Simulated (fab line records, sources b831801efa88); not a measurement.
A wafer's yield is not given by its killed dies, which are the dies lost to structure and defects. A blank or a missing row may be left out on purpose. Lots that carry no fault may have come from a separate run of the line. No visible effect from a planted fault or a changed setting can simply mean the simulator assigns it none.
Matching of chambers / flow gf180mcu / 4 sister chambers for GF_PASSIVATION_ETCH_11 on rieDiel-04
The step etches the open film in CF4/O2, stops on TiN, target depth 2040 nm, time 453.3 s. 8 wafers are shown with their chamber, then 11 later ones without.

EACH WAFER AND ITS CHAMBER
wafer=L078.5; chamber=2; drypumpMotorCurrentA (A)=6.5; oesProductAu (a.u.)=0.982
wafer=L086.1; chamber=1; drypumpMotorCurrentA (A)=5.6; oesProductAu (a.u.)=0.987
wafer=L086.2; chamber=0; drypumpMotorCurrentA (A)=6.0; oesProductAu (a.u.)=0.991
wafer=L086.3; chamber=3; drypumpMotorCurrentA (A)=6.3; oesProductAu (a.u.)=0.993
wafer=L087.1; chamber=1; drypumpMotorCurrentA (A)=5.7; oesProductAu (a.u.)=0.983
wafer=L087.2; chamber=3; drypumpMotorCurrentA (A)=6.3; oesProductAu (a.u.)=0.992
wafer=L087.3; chamber=0; drypumpMotorCurrentA (A)=6.0; oesProductAu (a.u.)=0.993
wafer=L087.4; chamber=2; drypumpMotorCurrentA (A)=6.6; oesProductAu (a.u.)=0.984

WAFERS WHOSE CHAMBER IS MISSING
wafer=L087.5; drypumpMotorCurrentA (A)=6.6; oesProductAu (a.u.)=0.993
wafer=L087.6; drypumpMotorCurrentA (A)=6.3; oesProductAu (a.u.)=0.996
wafer=L089.2; drypumpMotorCurrentA (A)=6.0; oesProductAu (a.u.)=0.992
wafer=L089.4; drypumpMotorCurrentA (A)=6.0; oesProductAu (a.u.)=0.992
wafer=L089.5; drypumpMotorCurrentA (A)=5.6; oesProductAu (a.u.)=0.999
wafer=L091.1; drypumpMotorCurrentA (A)=6.3; oesProductAu (a.u.)=0.991
wafer=L091.2; drypumpMotorCurrentA (A)=6.1; oesProductAu (a.u.)=0.991
wafer=L091.3; drypumpMotorCurrentA (A)=6.5; oesProductAu (a.u.)=0.984
wafer=L097.3; drypumpMotorCurrentA (A)=6.0; oesProductAu (a.u.)=1.000
wafer=L097.4; drypumpMotorCurrentA (A)=6.3; oesProductAu (a.u.)=0.999
wafer=L097.6; drypumpMotorCurrentA (A)=6.5; oesProductAu (a.u.)=0.980

THE CHAMBER EACH PASSED THROUGH
wafer=L087.5; from the rows above=can't be placed: 2 or 3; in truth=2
wafer=L087.6; from the rows above=3; in truth=3
wafer=L089.2; from the rows above=0; in truth=0
wafer=L089.4; from the rows above=0; in truth=0
wafer=L089.5; from the rows above=can't be placed: 1 or 0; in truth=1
wafer=L091.1; from the rows above=3; in truth=3
wafer=L091.2; from the rows above=0; in truth=0
wafer=L091.3; from the rows above=2; in truth=2
wafer=L097.3; from the rows above=0; in truth=0
wafer=L097.4; from the rows above=3; in truth=3
wafer=L097.6; from the rows above=2; in truth=2
Placed correctly: 9 of 11. Cannot be placed on the basis of these rows: 2; the candidates contain the true chamber in 2. Wrongly placed: 0.
How it was worked out, from the rows above alone: a wafer's distance from a chamber is the root of the sum, over the readings, of the square of ((its reading less the chamber's mean) divided by the reading's scatter). If the next closest chamber is less than 2 further off than the closest, the wafer can't be placed; otherwise it belongs to the closest. Each chamber's mean is taken over the wafers shown for it. The scatter: the root of (the sum of the squares of (reading less its chamber's mean) over the shown wafers, divided by (wafers less chambers)).
